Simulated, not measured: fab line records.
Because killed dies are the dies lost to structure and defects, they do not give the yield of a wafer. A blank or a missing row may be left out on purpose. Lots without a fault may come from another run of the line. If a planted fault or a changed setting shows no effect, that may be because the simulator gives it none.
Which tool did it? | flow sky130 | 18 wafers sampled from 6 lots at 1 step of a route of 708

WHAT THE GAUGES READ, wafer by wafer
SKY_POLY_CUT_OVL_MEAS_09.
lot  | measured     | on         | POLY_CUT_OVL (nm)
L172 | day 24 15:40 | overlay-01 | -3 -1 -4
L177 | day 26 09:29 | overlay-01 | 6 4 5
L178 | day 27 01:14 | overlay-01 | 6 3 0
L180 | day 27 16:23 | overlay-01 | 2 1 2
L186 | day 29 13:26 | overlay-01 | -3 -2 4
L192 | day 31 15:17 | overlay-01 | -9 6 1

TOOL THAT RAN EACH LOT (tool first, then ch and the chambers of the sampled wafers, then the start)
Before these readings, the record contains no process step.

THE ANSWER, worked out from the rows above alone
Rule: the usual values come from the lots themselves. Put in order of their means at a reading, lots are off if they are a third of the lots or fewer, leave a main group of 4 or more, and stand apart from it by a gap of 3 or more times the standard deviation of the main group's means; of several such gaps the widest counts. Not used: any main group whose means are identical at the precision the tables above print for the reading. A lot without any number at a reading at which 4 lots or more have one is off too. All remaining lots with rows at the step are treated as sound.
None of the lots is off at any reading shown; this tells nothing.

WHAT HAD BEEN PUT IN BY THE SIMULATOR
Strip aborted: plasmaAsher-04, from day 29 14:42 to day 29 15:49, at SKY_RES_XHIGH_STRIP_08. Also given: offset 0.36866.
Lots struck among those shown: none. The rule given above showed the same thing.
